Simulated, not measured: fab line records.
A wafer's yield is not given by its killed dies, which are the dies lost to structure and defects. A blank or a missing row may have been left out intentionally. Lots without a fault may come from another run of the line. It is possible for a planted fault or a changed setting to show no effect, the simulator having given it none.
fab line records | flow gf180mcu
record lots=7 | wafers=21 | last-day=34
route steps=602 shown HV_LDD@209
lots with no fault: from the same line, run without faults
start-h: hours from the record's opening day to when the first of the lot's shown wafers began | wait-h: time in hours since the lot's previous step | " identical to the entry in the row above | L1.1+2: a single row standing in for several wafers | - value missing, or start not given | * or withheld: withheld | < > ~ a bound
route shown NAME@n: NAME is a module with steps in the file, n the number in the route of the first one | usual: average and standard deviation across the fault-free wafers | same: alike in all rows | chamber/n: place in a boat | sites: per-site readings | _std_site: standard deviation across them | _edge_site: the outer-site mean with the inner-site mean subtracted | radius-mm: how far each site lies from the wafer's centre | mask NAME#n: copy n | behind: the tool/chamber that last shaped the wafer | hold: why the lot was held/for how many hours/how that ended | device: the n, p or np transistor that did not switch | end of line: tests of these same wafers at the route's end | where a step has no rows: the recipe by itself | killed: dies that structure and defects cost at the first sort, which is not the same as the wafer's yield | map: a wafer's dies, marking killed ones x, the rest . and places with no die _
set.NAME: the run value of the setting; set.NAME@STEP: its run value at that earlier step | model.NAME: the simulator's own value behind a step, which no gauge read
lots at some steps of the route; a table a step, a row a wafer
services: when a tool's chamber went out of use (start-h, in hours from the record's first day, below 0 if earlier), for how many hours, and the reason
## steps
# step GF_HV_LDD_IMPLANT_33
# recipe species=P | energy-kev=60 | dose-cm2=7.5e+12 | tilt-deg=30 | rotation-deg=0
# step GF_HV_LDD_IMPLANT_34
# recipe species=P | energy-kev=60 | dose-cm2=7.5e+12 | tilt-deg=30 | rotation-deg=90
# step GF_HV_LDD_IMPLANT_35
# recipe species=P | energy-kev=60 | dose-cm2=7.5e+12 | tilt-deg=30 | rotation-deg=180
# step GF_HV_LDD_IMPLANT_36
# recipe species=P | energy-kev=60 | dose-cm2=7.5e+12 | tilt-deg=30 | rotation-deg=270
# step GF_HV_LDD_STRIP_37
# recipe chemistry=O2/N2 | power-w=1400 | pressure-mtorr=1500 | platen-temp-c=250 | o2-flow-sccm=3000 | n2-flow-sccm=300 | overash-fraction=0.5
# usual drypump-motor-current-A=5.7/0.42 | heater-power-w=339/41 | oes-product-au=0.716/0.0047 | strip-time-to-endpoint-s=12.64/0.034
lot.wafer | tool            | chamber | start-h | wait-h | drypump-motor-current-A | heater-power-w | oes-product-au | rf-hours-counter-h | strip-time-to-endpoint-s
L766.1    | plasma-asher-01 | 1       | 270.14  | 0.1    | 5.2                     | 375            | 0.718          | 62                 | 12.66
L766.3    | "               | 1       | "       | "      | 5.2                     | 376            | 0.719          | -                  | 12.68
L766.4    | "               | 0       | "       | "      | 5.5                     | 325            | 0.719          | -                  | 12.66
L769.1    | plasma-asher-01 | 1       | 292.33  | 0.1    | 5.2                     | 382            | 0.715          | 65                 | 12.62
L769.2    | "               | 0       | "       | "      | 5.5                     | 308            | 0.717          | 65                 | 12.65
L769.3    | "               | 0       | "       | "      | 5.5                     | 311            | 0.724          | -                  | 12.61
L770.1    | plasma-asher-02 | 1       | 299.36  | 0.1    | 5.9                     | 354            | 0.713          | 66                 | 12.65
L770.4    | "               | 1       | "       | "      | 5.8                     | 351            | 0.724          | -                  | 12.69
L770.5    | "               | 1       | "       | "      | 5.9                     | 354            | 0.715          | -                  | 12.69
L771.3    | plasma-asher-02 | 1       | 310.77  | 0.1    | 5.9                     | 356            | 0.718          | -                  | 12.66
L771.4    | "               | 0       | "       | "      | 6.3                     | 392            | 0.714          | -                  | 12.63
L771.5    | "               | 0       | "       | "      | 6.3                     | 395            | 0.717          | -                  | 12.66
L781.4    | plasma-asher-01 | 1       | 388.32  | 0.1    | 5.2                     | 380            | 0.712          | -                  | 12.63
L781.5    | "               | 1       | "       | "      | 5.2                     | 369            | 0.713          | -                  | 12.62
L781.6    | "               | 0       | "       | "      | 5.4                     | 317            | 0.711          | -                  | 12.65
L786.1    | plasma-asher-02 | 0       | 428.98  | 0.1    | 6.3                     | 398            | 0.717          | 80                 | 12.62
L786.3    | "               | 1       | "       | "      | 5.9                     | 358            | 0.714          | -                  | 12.61
L786.4    | "               | 0       | "       | "      | 6.3                     | 389            | 0.716          | -                  | 12.61
L787.2    | plasma-asher-01 | 0       | 440.24  | 0.1    | 5.5                     | 333            | 0.717          | 1                  | 12.64
L787.4    | "               | 1       | "       | "      | 5.2                     | 387            | 0.710          | -                  | 12.64
L787.6    | "               | 0       | "       | "      | 5.5                     | 343            | 0.720          | -                  | 12.65
# step GF_HV_LDD_TW_MEAS_38
# usual HV_LDD_3_TW=1421/13
lot.wafer | tool          | chamber | start-h | wait-h | HV_LDD_3_TW
L766.1    | film-metro-04 | -       | 270.24  | 0.1    | 1409
L766.3    | "             | -       | "       | "      | 1415
L766.4    | "             | -       | "       | "      | 1411
L769.1    | film-metro-04 | -       | 292.43  | 0.1    | 1412
L769.2    | "             | -       | "       | "      | 1412
L769.3    | "             | -       | "       | "      | 1409
L770.1    | film-metro-03 | -       | 299.46  | 0.1    | 1426
L770.4    | "             | -       | "       | "      | 1430
L770.5    | "             | -       | "       | "      | 1420
L771.3    | film-metro-03 | -       | 310.85  | 0.1    | 1420
L771.4    | "             | -       | "       | "      | 1421
L771.5    | "             | -       | "       | "      | 1430
L781.4    | film-metro-03 | -       | 388.41  | 0.1    | 1426
L781.5    | "             | -       | "       | "      | 1422
L781.6    | "             | -       | "       | "      | 1421
L786.1    | film-metro-04 | -       | 429.08  | 0.1    | 1409
L786.3    | "             | -       | "       | "      | 1405
L786.4    | "             | -       | "       | "      | 1407
L787.2    | film-metro-01 | -       | 440.35  | 0.1    | 1438
L787.4    | "             | -       | "       | "      | 1428
L787.6    | "             | -       | "       | "      | 1431
# step GF_HV_LDD_DEHYDRATE_39
# recipe temp-c=200 | time-s=60
# step GF_HV_LDD_HMDS_40
# recipe prime-time-s=60 | prime-temp-c=120
# step GF_HV_LDD_COAT_41
# recipe resist=NOVOLAK | spin-rpm=3000 | resist-thk-nm=1000
# step GF_HV_LDD_SOFTBAKE_42
# recipe temp-c=90 | time-s=60 | resist=NOVOLAK
# step GF_HV_LDD_EXPOSE_43
# recipe mask-id=Pplus_HV_AREA | target-cd-nm=400 | na=0.6 | source-shape=conventional | sigma-outer=0.6 | dose-mj=140
# step GF_HV_LDD_PEB_44
# recipe temp-c=withheld | time-s=* | resist=NOVOLAK
# step GF_HV_LDD_DEVELOP_45
# recipe develop-time-s=60 | dev-temp-c=23
# usual chill-plate-temp-C=22.99/0.1 | develop-time-s=60/0
lot.wafer | tool           | chamber | start-h | wait-h | chill-plate-temp-C | develop-time-s
L766.1    | litho-track-04 | 0       | 289.53  | 0.1    | 22.87              | 60
L766.3    | "              | 0       | "       | "      | 22.98              | 60
L766.4    | "              | 0       | "       | "      | 22.99              | 60
L769.1    | litho-track-01 | -       | 312.29  | 0.1    | -                  | -
L769.2    | "              | -       | "       | "      | -                  | -
L769.3    | "              | -       | "       | "      | -                  | -
L770.1    | litho-track-02 | -       | 319.50  | 0.1    | -                  | -
L770.4    | "              | -       | "       | "      | -                  | -
L770.5    | "              | -       | "       | "      | -                  | -
L771.3    | litho-track-02 | -       | 330.55  | 0.1    | -                  | -
L771.4    | "              | -       | "       | "      | -                  | -
L771.5    | "              | -       | "       | "      | -                  | -
L781.4    | litho-track-02 | 0       | 411.38  | 0.1    | 23.09              | 60
L781.5    | "              | 0       | "       | "      | 23.00              | 60
L781.6    | "              | 0       | "       | "      | 23.07              | 60
L786.1    | litho-track-01 | 0       | 452.89  | 0.1    | 23.09              | 60
L786.3    | "              | 0       | "       | "      | 23.12              | 60
L786.4    | "              | 0       | "       | "      | 23.10              | 60
L787.2    | litho-track-01 | 0       | 464.31  | 0.1    | 22.88              | 60
L787.4    | "              | 0       | "       | "      | 22.86              | 60
L787.6    | "              | 0       | "       | "      | 22.93              | 60
# step GF_HV_LDD_CD_MEAS_46
# recipe target-cd-nm=400
# usual cd-nm=401.3/2.4
lot.wafer | tool      | chamber | start-h | wait-h | cd-nm
L766.1    | cd-sem-01 | -       | 289.68  | 0.1    | 401.5
L766.3    | "         | -       | "       | "      | 400.5
L766.4    | "         | -       | "       | "      | 401.9
L769.1    | cd-sem-01 | -       | 312.44  | 0.1    | -
L769.2    | "         | -       | "       | "      | -
L769.3    | "         | -       | "       | "      | -
L770.1    | cd-sem-02 | -       | 319.65  | 0.1    | -
L770.4    | "         | -       | "       | "      | -
L770.5    | "         | -       | "       | "      | -
L771.3    | cd-sem-01 | -       | 330.69  | 0.1    | -
L771.4    | "         | -       | "       | "      | -
L771.5    | "         | -       | "       | "      | -
L781.4    | cd-sem-01 | -       | 411.51  | 0.1    | 403.1
L781.5    | "         | -       | "       | "      | 402.4
L781.6    | "         | -       | "       | "      | 403.7
L786.1    | cd-sem-01 | -       | 453.04  | 0.1    | 406.8
L786.3    | "         | -       | "       | "      | 404.9
L786.4    | "         | -       | "       | "      | 404.9
L787.2    | cd-sem-02 | -       | 464.46  | 0.1    | 400.2
L787.4    | "         | -       | "       | "      | 400.6
L787.6    | "         | -       | "       | "      | 400.1
## services
tool            | chamber | start-h | hours | kind
plasma-asher-02 | -       | 321.17  | 4.5   | repair
plasma-asher-01 | -       | 378.13  | 2.8   | pm
plasma-asher-01 | -       | 421.29  | 9.0   | pm
plasma-asher-01 | 0       | 421.29  | 9.0   | vent-cycle
plasma-asher-01 | 1       | 421.29  | 9.0   | vent-cycle
plasma-asher-01 | 0       | 430.29  | -     | clean
plasma-asher-01 | 1       | 430.29  | -     | clean
plasma-asher-02 | -       | 431.01  | 1.9   | repair
litho-track-01  | -       | 452.26  | -     | consumable-replace:filter
## key
first-sign step=GF_HV_LDD_DEVELOP_45 | reading=tool-record | direction=missing
effect none on later readings
met-at GF_HV_LDD_DEVELOP_45
struck-wafers L769.1,L769.2,L769.3,L770.1,L770.4,L770.5,L771.3,L771.4,L771.5
later-rows-left-out L769.1,L769.2,L769.3,L770.1,L770.4,L770.5,L771.3,L771.4,L771.5
sort-left-out L769.1,L769.2,L769.3,L770.1,L770.4,L770.5,L771.3,L771.4,L771.5
tester-left-out L769,L770,L771
fault kind=skipped-step-whole | tool=litho-track-01,litho-track-02 | chamber=- | onset-h=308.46 | steps=GF_HV_LDD_DEVELOP_45 | scope=struck-lots-only
# tester-left-out: of these lots the tester's yield and bins aren't shown, on N5 and GAA mostly nor the transistor test; their killed dies are dies lost to structure and defects alone, not to doping, threshold or leakage, so they don't give the yield
# sort-left-out: the simulated sort isn't trusted on such a fault, so these wafers' sort isn't shown, and their yield isn't known
# later-rows-left-out: the simulator's readings of these wafers behind a module that went badly wrong aren't trusted and aren't shown, but for the sort
